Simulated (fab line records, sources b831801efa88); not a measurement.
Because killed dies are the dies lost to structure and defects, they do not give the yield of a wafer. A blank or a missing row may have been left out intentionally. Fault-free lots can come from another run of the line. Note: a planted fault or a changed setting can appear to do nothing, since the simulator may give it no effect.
fab line records || flow sky130
record {"lots": 6, "wafers": 18, "last_day": 49}
route steps=708 shown POLY_GATE@236 LDD_N@237 PAD_OPEN@708
lots that met no fault: taken from a fault-free run of the same line
start_h: the number of hours between the record's first day and the start of the first shown wafer of the lot || wait_h: time in hours since the lot's previous step || " as in the row above || L1.1+2: several wafers, shown together as one row || - value missing, or start not given || * or withheld: withheld || < > ~ a bound
route shown NAME@n: a module of which the file shows steps, and the number in the route of the first || usual: mean/standard deviation of fault-free wafers || same: alike in all rows || chamber/n: place in a boat || sites: the reading at each site || _std_site: their standard deviation || _edge_site: mean of outer sites minus mean of inner sites || radius_mm: how far each site lies from the wafer's centre || mask NAME#n: copy n || behind: tool/chamber where the wafer was last shaped || hold: cause of the lot's hold/its duration in hours/its outcome || device: the transistor (n, p or np) that didn't switch || end of line: the same wafers' tests at the end of the route || a step given without rows: its recipe and nothing more || killed: not the wafer's yield, but the dies lost to structure and defects at the first sort || map: shows each die of a wafer: x if killed, . if not, _ if none is there
set.NAME: the setting that was run; set.NAME@STEP: the one run at that earlier step || model.NAME: the simulator's own value behind a step, which no gauge read
lots seen at some steps along the route; tables by step, rows by wafer
services: when a tool's chamber went out of use (start_h, in hours from the record's first day, below 0 if earlier), for how many hours, and the reason
## steps
# step SKY_POLY_GATE_CD_MEAS_22
# usual {"cd_nm": "149.7/2.2"}
{"lot.wafer": "L962.4", "tool": "cd_sem-01", "chamber": "-", "start_h": 388.29, "wait_h": 0.1, "cd_nm": 151.7}
{"lot.wafer": "L962.5", "tool": "cd_sem-01", "chamber": "-", "start_h": 388.29, "wait_h": 0.1, "cd_nm": 151.2}
{"lot.wafer": "L962.6", "tool": "cd_sem-01", "chamber": "-", "start_h": 388.29, "wait_h": 0.1, "cd_nm": 154.6}
{"lot.wafer": "L964.2", "tool": "cd_sem-02", "chamber": "-", "start_h": 398.80, "wait_h": 0.1, "cd_nm": 151.1}
{"lot.wafer": "L964.3", "tool": "cd_sem-02", "chamber": "-", "start_h": 398.80, "wait_h": 0.1, "cd_nm": 151.6}
{"lot.wafer": "L964.6", "tool": "cd_sem-02", "chamber": "-", "start_h": 398.80, "wait_h": 0.1, "cd_nm": 151.3}
{"lot.wafer": "L974.2", "tool": "cd_sem-02", "chamber": "-", "start_h": 495.34, "wait_h": 0.1, "cd_nm": 150.2}
{"lot.wafer": "L974.4", "tool": "cd_sem-02", "chamber": "-", "start_h": 495.34, "wait_h": 0.1, "cd_nm": 148.6}
{"lot.wafer": "L974.6", "tool": "cd_sem-02", "chamber": "-", "start_h": 495.34, "wait_h": 0.1, "cd_nm": 153.1}
{"lot.wafer": "L976.3", "tool": "cd_sem-02", "chamber": "-", "start_h": 503.74, "wait_h": 0.1, "cd_nm": 152.3}
{"lot.wafer": "L976.4", "tool": "cd_sem-02", "chamber": "-", "start_h": 503.74, "wait_h": 0.1, "cd_nm": 145.3}
{"lot.wafer": "L976.5", "tool": "cd_sem-02", "chamber": "-", "start_h": 503.74, "wait_h": 0.1, "cd_nm": 146.3}
{"lot.wafer": "L978.1", "tool": "cd_sem-01", "chamber": "-", "start_h": 518.82, "wait_h": 0.1, "cd_nm": 147.5}
{"lot.wafer": "L978.3", "tool": "cd_sem-01", "chamber": "-", "start_h": 518.82, "wait_h": 0.1, "cd_nm": 150.5}
{"lot.wafer": "L978.5", "tool": "cd_sem-01", "chamber": "-", "start_h": 518.82, "wait_h": 0.1, "cd_nm": 150.6}
{"lot.wafer": "L979.1", "tool": "cd_sem-01", "chamber": "-", "start_h": 536.92, "wait_h": 0.1, "cd_nm": 150.5}
{"lot.wafer": "L979.4", "tool": "cd_sem-01", "chamber": "-", "start_h": 536.92, "wait_h": 0.1, "cd_nm": 147.9}
{"lot.wafer": "L979.6", "tool": "cd_sem-01", "chamber": "-", "start_h": 536.92, "wait_h": 0.1, "cd_nm": 151.6}
# step SKY_LDD_N_DEHYDRATE_00
# recipe {"temp_c": 200, "time_s": 60}
# step SKY_LDD_N_HMDS_01
# recipe {"prime_time_s": 60, "prime_temp_c": 120}
# step SKY_LDD_N_COAT_02
# recipe {"resist": "NOVOLAK", "spin_rpm": 3000, "resist_thk_nm": 300}
# step SKY_LDD_N_SOFTBAKE_03
# recipe {"temp_c": 90, "time_s": 60, "resist": "NOVOLAK"}
# step SKY_LDD_N_EXPOSE_04
# recipe {"mask_id": "NTM", "target_cd_nm": 840, "na": 0.6, "source_shape": "conventional", "sigma_outer": 0.6, "dose_mj": 110}
# step SKY_LDD_N_PEB_05
# recipe {"temp_c": "withheld", "time_s": "*", "resist": "NOVOLAK"}
# step SKY_LDD_N_DEVELOP_06
# recipe {"develop_time_s": 60, "dev_temp_c": 23}
# step SKY_LDD_N_OVL_MEAS_07
# usual {"LDD_N_OVL": "0.0/1.4"}
{"lot.wafer": "L962.4", "tool": "overlay-02", "chamber": "-", "start_h": 418.34, "wait_h": 0.1, "LDD_N_OVL[nm]": -2.7}
{"lot.wafer": "L962.5", "tool": "overlay-02", "chamber": "-", "start_h": 418.34, "wait_h": 0.1, "LDD_N_OVL[nm]": -0.7}
{"lot.wafer": "L962.6", "tool": "overlay-02", "chamber": "-", "start_h": 418.34, "wait_h": 0.1, "LDD_N_OVL[nm]": -1.6}
{"lot.wafer": "L964.2", "tool": "overlay-02", "chamber": "-", "start_h": 427.77, "wait_h": 0.1, "LDD_N_OVL[nm]": 0.7}
{"lot.wafer": "L964.3", "tool": "overlay-02", "chamber": "-", "start_h": 427.77, "wait_h": 0.1, "LDD_N_OVL[nm]": 0.5}
{"lot.wafer": "L964.6", "tool": "overlay-02", "chamber": "-", "start_h": 427.77, "wait_h": 0.1, "LDD_N_OVL[nm]": 1.9}
{"lot.wafer": "L974.2", "tool": "overlay-02", "chamber": "-", "start_h": 526.31, "wait_h": 0.1, "LDD_N_OVL[nm]": -1.4}
{"lot.wafer": "L974.4", "tool": "overlay-02", "chamber": "-", "start_h": 526.31, "wait_h": 0.1, "LDD_N_OVL[nm]": -1.0}
{"lot.wafer": "L974.6", "tool": "overlay-02", "chamber": "-", "start_h": 526.31, "wait_h": 0.1, "LDD_N_OVL[nm]": -0.2}
{"lot.wafer": "L976.3", "tool": "overlay-01", "chamber": "-", "start_h": 534.73, "wait_h": 0.1, "LDD_N_OVL[nm]": -0.3}
{"lot.wafer": "L976.4", "tool": "overlay-01", "chamber": "-", "start_h": 534.73, "wait_h": 0.1, "LDD_N_OVL[nm]": -1.2}
{"lot.wafer": "L976.5", "tool": "overlay-01", "chamber": "-", "start_h": 534.73, "wait_h": 0.1, "LDD_N_OVL[nm]": -2.0}
{"lot.wafer": "L978.1", "tool": "overlay-02", "chamber": "-", "start_h": 549.72, "wait_h": 0.1, "LDD_N_OVL[nm]": 0.6}
{"lot.wafer": "L978.3", "tool": "overlay-02", "chamber": "-", "start_h": 549.72, "wait_h": 0.1, "LDD_N_OVL[nm]": 0.3}
{"lot.wafer": "L978.5", "tool": "overlay-02", "chamber": "-", "start_h": 549.72, "wait_h": 0.1, "LDD_N_OVL[nm]": -2.2}
{"lot.wafer": "L979.1", "tool": "overlay-01", "chamber": "-", "start_h": 566.52, "wait_h": 0.1, "LDD_N_OVL[nm]": -2.7}
{"lot.wafer": "L979.4", "tool": "overlay-01", "chamber": "-", "start_h": 566.52, "wait_h": 0.1, "LDD_N_OVL[nm]": -2.0}
{"lot.wafer": "L979.6", "tool": "overlay-01", "chamber": "-", "start_h": 566.52, "wait_h": 0.1, "LDD_N_OVL[nm]": -1.1}
# step SKY_LDD_N_IMPLANT_08
# recipe {"species": "As", "energy_kev": 20, "dose_cm2": 7.5e+13, "tilt_deg": "withheld", "rotation_deg": 23}
# step SKY_LDD_N_IMPLANT_09
# recipe {"species": "As", "energy_kev": 20, "dose_cm2": 7.5e+13, "tilt_deg": "withheld", "rotation_deg": 113}
# step SKY_LDD_N_IMPLANT_10
# recipe {"species": "As", "energy_kev": 20, "dose_cm2": 7.5e+13, "tilt_deg": "withheld", "rotation_deg": 203}
# step SKY_LDD_N_IMPLANT_11
# recipe {"species": "As", "energy_kev": 20, "dose_cm2": 7.5e+13, "tilt_deg": "withheld", "rotation_deg": 293}
# usual {"beam_energy_keV": "20.001/0.0057", "end_station_pressure_torr": "5.34e-06/2.9e-07", "faraday_current_uA": "423/8.5"}
{"lot.wafer": "L962.4", "tool": "implanter-04", "chamber": 0, "start_h": 418.88, "wait_h": 0.1, "beam_energy_keV": 20.006, "end_station_pressure_torr": 5.59e-06, "faraday_current_uA": 430, "model.implant.rp_nm": 15.67, "model.implant.drp_nm": 7.212}
{"lot.wafer": "L962.5", "tool": "implanter-04", "chamber": 0, "start_h": 418.88, "wait_h": 0.1, "beam_energy_keV": 20.013, "end_station_pressure_torr": 5.66e-06, "faraday_current_uA": 424, "model.implant.rp_nm": 15.67, "model.implant.drp_nm": 7.212}
{"lot.wafer": "L962.6", "tool": "implanter-04", "chamber": 0, "start_h": 418.88, "wait_h": 0.1, "beam_energy_keV": 20.007, "end_station_pressure_torr": 5.31e-06, "faraday_current_uA": 430, "model.implant.rp_nm": 15.67, "model.implant.drp_nm": 7.212}
{"lot.wafer": "L964.2", "tool": "implanter-03", "chamber": 0, "start_h": 428.28, "wait_h": 0.1, "beam_energy_keV": 20.010, "end_station_pressure_torr": 5.63e-06, "faraday_current_uA": 428, "model.implant.rp_nm": 15.27, "model.implant.drp_nm": 7.212}
{"lot.wafer": "L964.3", "tool": "implanter-03", "chamber": 0, "start_h": 428.28, "wait_h": 0.1, "beam_energy_keV": 20.005, "end_station_pressure_torr": 5.34e-06, "faraday_current_uA": 434, "model.implant.rp_nm": 15.27, "model.implant.drp_nm": 7.212}
{"lot.wafer": "L964.6", "tool": "implanter-03", "chamber": 0, "start_h": 428.28, "wait_h": 0.1, "beam_energy_keV": 19.993, "end_station_pressure_torr": 5.08e-06, "faraday_current_uA": 412, "model.implant.rp_nm": 15.27, "model.implant.drp_nm": 7.212}
{"lot.wafer": "L974.2", "tool": "implanter-03", "chamber": 0, "start_h": 526.81, "wait_h": 0.1, "beam_energy_keV": 21.725, "end_station_pressure_torr": 5.55e-06, "faraday_current_uA": 426, "model.implant.rp_nm": 16.85, "model.implant.drp_nm": 7.638}
{"lot.wafer": "L974.4", "tool": "implanter-03", "chamber": 0, "start_h": 526.81, "wait_h": 0.1, "beam_energy_keV": 21.722, "end_station_pressure_torr": 5.8e-06, "faraday_current_uA": 422, "model.implant.rp_nm": 16.85, "model.implant.drp_nm": 7.638}
{"lot.wafer": "L974.6", "tool": "implanter-03", "chamber": 0, "start_h": 526.81, "wait_h": 0.1, "beam_energy_keV": 21.719, "end_station_pressure_torr": 4.42e-06, "faraday_current_uA": 414, "model.implant.rp_nm": 16.85, "model.implant.drp_nm": 7.638}
{"lot.wafer": "L976.3", "tool": "implanter-02", "chamber": 0, "start_h": 535.25, "wait_h": 0.1, "beam_energy_keV": 19.994, "end_station_pressure_torr": 5.54e-06, "faraday_current_uA": 427, "model.implant.rp_nm": 15.5, "model.implant.drp_nm": 7.212}
{"lot.wafer": "L976.4", "tool": "implanter-02", "chamber": 0, "start_h": 535.25, "wait_h": 0.1, "beam_energy_keV": 20.007, "end_station_pressure_torr": 5.47e-06, "faraday_current_uA": 425, "model.implant.rp_nm": 15.5, "model.implant.drp_nm": 7.212}
{"lot.wafer": "L976.5", "tool": "implanter-02", "chamber": 0, "start_h": 535.25, "wait_h": 0.1, "beam_energy_keV": 20.007, "end_station_pressure_torr": 5.53e-06, "faraday_current_uA": 426, "model.implant.rp_nm": 15.5, "model.implant.drp_nm": 7.212}
{"lot.wafer": "L978.1", "tool": "implanter-03", "chamber": 0, "start_h": 550.20, "wait_h": 0.1, "beam_energy_keV": 21.728, "end_station_pressure_torr": 4.97e-06, "faraday_current_uA": 418, "model.implant.rp_nm": 17.01, "model.implant.drp_nm": 7.638}
{"lot.wafer": "L978.3", "tool": "implanter-03", "chamber": 0, "start_h": 550.20, "wait_h": 0.1, "beam_energy_keV": 21.735, "end_station_pressure_torr": 5.16e-06, "faraday_current_uA": 438, "model.implant.rp_nm": 17.01, "model.implant.drp_nm": 7.638}
{"lot.wafer": "L978.5", "tool": "implanter-03", "chamber": 0, "start_h": 550.20, "wait_h": 0.1, "beam_energy_keV": 21.725, "end_station_pressure_torr": 5.41e-06, "faraday_current_uA": 421, "model.implant.rp_nm": 17.01, "model.implant.drp_nm": 7.638}
{"lot.wafer": "L979.1", "tool": "implanter-02", "chamber": 0, "start_h": 567.00, "wait_h": 0.1, "beam_energy_keV": 20.003, "end_station_pressure_torr": 5.37e-06, "faraday_current_uA": 427, "model.implant.rp_nm": 15.9, "model.implant.drp_nm": 7.212}
{"lot.wafer": "L979.4", "tool": "implanter-02", "chamber": 0, "start_h": 567.00, "wait_h": 0.1, "beam_energy_keV": 19.990, "end_station_pressure_torr": 4.79e-06, "faraday_current_uA": 414, "model.implant.rp_nm": 15.9, "model.implant.drp_nm": 7.212}
{"lot.wafer": "L979.6", "tool": "implanter-02", "chamber": 0, "start_h": 567.00, "wait_h": 0.1, "beam_energy_keV": 20.003, "end_station_pressure_torr": 5.69e-06, "faraday_current_uA": 434, "model.implant.rp_nm": 15.9, "model.implant.drp_nm": 7.212}
# step SKY_LDD_N_IMPLANT_12
# recipe {"species": "BF2", "energy_kev": 50, "dose_cm2": 5e+12, "tilt_deg": 30, "rotation_deg": 0}
# step SKY_PAD_OPEN_PROBE_99
# usual {"killed_at_M0_to_M3": "43/7.1", "killed_at_M4_up": "3/1.7", "killed_at_contacts": "25/5.6", "killed_at_front_end": "16/4.1", "killed_at_other": "0.2/0.49", "killed_dies": "87/9.8", "killed_open": "47/7.6", "killed_short": "40/6.1"}
# same {"gross_dies": 492, "killed_at_back_side": 0}
{"lot.wafer": "L974.2", "tool": "prober-01", "chamber": "-", "start_h": 1156.84, "wait_h": 0.1, "killed_at_M0_to_M3": 40, "killed_at_M4_up": 4, "killed_at_contacts": 24, "killed_at_front_end": 22, "killed_at_other": 0, "killed_dies": 90, "killed_open": 52, "killed_short": 38}
{"lot.wafer": "L974.4", "tool": "prober-01", "chamber": "-", "start_h": 1156.94, "wait_h": 0.2, "killed_at_M0_to_M3": 39, "killed_at_M4_up": 6, "killed_at_contacts": 21, "killed_at_front_end": 31, "killed_at_other": 1, "killed_dies": 98, "killed_open": 59, "killed_short": 39}
{"lot.wafer": "L974.6", "tool": "prober-01", "chamber": "-", "start_h": 1157.04, "wait_h": 0.2, "killed_at_M0_to_M3": 35, "killed_at_M4_up": 3, "killed_at_contacts": 22, "killed_at_front_end": 15, "killed_at_other": 1, "killed_dies": 76, "killed_open": 38, "killed_short": 38}
{"lot.wafer": "L978.1", "tool": "prober-01", "chamber": "-", "start_h": 1169.57, "wait_h": 0.1, "killed_at_M0_to_M3": 51, "killed_at_M4_up": 0, "killed_at_contacts": 27, "killed_at_front_end": 18, "killed_at_other": 0, "killed_dies": 96, "killed_open": 52, "killed_short": 44}
{"lot.wafer": "L978.3", "tool": "prober-01", "chamber": "-", "start_h": 1169.67, "wait_h": 0.2, "killed_at_M0_to_M3": 30, "killed_at_M4_up": 6, "killed_at_contacts": 21, "killed_at_front_end": 19, "killed_at_other": 0, "killed_dies": 76, "killed_open": 39, "killed_short": 37}
{"lot.wafer": "L978.5", "tool": "prober-01", "chamber": "-", "start_h": 1169.77, "wait_h": 0.2, "killed_at_M0_to_M3": 59, "killed_at_M4_up": 3, "killed_at_contacts": 25, "killed_at_front_end": 20, "killed_at_other": 0, "killed_dies": 107, "killed_open": 56, "killed_short": 51}
# killed by level:class
L974.2 CONTACT:geometric_particle:open=11 VIA3:geometric_particle:open=8 LI_CONTACT:geometric_particle:open=7 VIA2:geometric_particle:open=7 FIELD_ISO:geometric_particle:short=6 POLY_GATE:geometric_particle:open=6 VIA1:geometric_particle:open=6 POLY_GATE:geometric_particle:short=4
L974.4 VIA1:geometric_particle:open=14 CONTACT:geometric_particle:open=11 FIELD_ISO:geometric_particle:open=7 LI_CONTACT:geometric_particle:open=7 POLY_GATE:geometric_particle:short=6 POLY_GATE:geometric_particle:open=6 METAL4:geometric_particle:short=6 METAL2:geometric_particle:short=6
L974.6 CONTACT:geometric_particle:open=10 VIA1:geometric_particle:open=8 FIELD_ISO:geometric_particle:short=6 METAL1:geometric_particle:short=6 VIA1:geometric_particle:short=6 FIELD_ISO:geometric_particle:open=4 CONTACT:geometric_particle:short=4 VIA3:geometric_particle:open=4
L978.1 VIA2:geometric_particle:open=10 CONTACT:geometric_particle:open=10 METAL1:geometric_particle:short=8 VIA1:geometric_particle:short=8 METAL2:geometric_particle:short=8 VIA3:geometric_particle:open=6 VIA1:geometric_particle:open=6 FIELD_ISO:geometric_particle:short=5
L978.3 VIA1:geometric_particle:open=7 VIA2:geometric_particle:open=6 CONTACT:geometric_particle:short=6 LI_CONTACT:geometric_particle:open=5 CONTACT:geometric_particle:open=5 METAL2:geometric_particle:short=4 VIA1:geometric_particle:short=4 FIELD_ISO:geometric_particle:open=3
L978.5 VIA2:geometric_particle:open=16 METAL1:geometric_particle:short=10 METAL2:geometric_particle:short=8 LI_CONTACT:geometric_particle:open=7 CONTACT:geometric_particle:open=7 CONTACT:geometric_particle:short=5 VIA2:geometric_particle:short=5 VIA3:geometric_particle:open=5
## services
{"tool": "implanter-04", "chamber": "-", "start_h": 411.34, "hours": 1.2, "kind": "repair"}
{"tool": "implanter-03", "chamber": "-", "start_h": 412.22, "hours": 4.0, "kind": "repair"}
{"tool": "implanter-04", "chamber": "-", "start_h": 497.57, "hours": 2.1, "kind": "repair"}
{"tool": "implanter-02", "chamber": "-", "start_h": 499.64, "hours": 2.7, "kind": "repair"}
{"tool": "implanter-02", "chamber": "-", "start_h": 523.09, "hours": 0.7, "kind": "repair"}
{"tool": "implanter-04", "chamber": "-", "start_h": 531.44, "hours": 1.1, "kind": "repair"}
{"tool": "implanter-02", "chamber": "-", "start_h": 547.96, "hours": 2.4, "kind": "repair"}
{"tool": "implanter-04", "chamber": "-", "start_h": 549.17, "hours": 99.2, "kind": "repair"}
## key
first_sign {"step": "SKY_LDD_N_IMPLANT_11", "reading": "beam_energy_keV", "direction": "up", "sigmas": "99+", "usual": "*", "struck": "*"}
effect none on later readings
model_effect {"step": "SKY_LDD_N_IMPLANT_11", "value": "implant.rp_nm", "without": 15.94, "struck": 16.93}
met_at SKY_LDD_N_IMPLANT_11
struck_wafers L974.2,L974.4,L974.6,L978.1,L978.3,L978.5
tester_left_out L974,L978
onset_between 428.28 526.81
fault {"kind": "process_parameter_drift", "tool": "implanter-03", "chamber": "-", "onset_h": 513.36, "steps": "SKY_LDD_N_IMPLANT_11", "channel": "energy_kev", "offset": "*", "shape": "step", "end_h": 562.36, "acts_in": "*", "stated": "*"}
# tester_left_out: of these lots the tester's yield and bins aren't shown, on N5 and GAA mostly nor the transistor test; their killed dies are dies lost to structure and defects alone, not to doping, threshold or leakage, so they don't give the yield
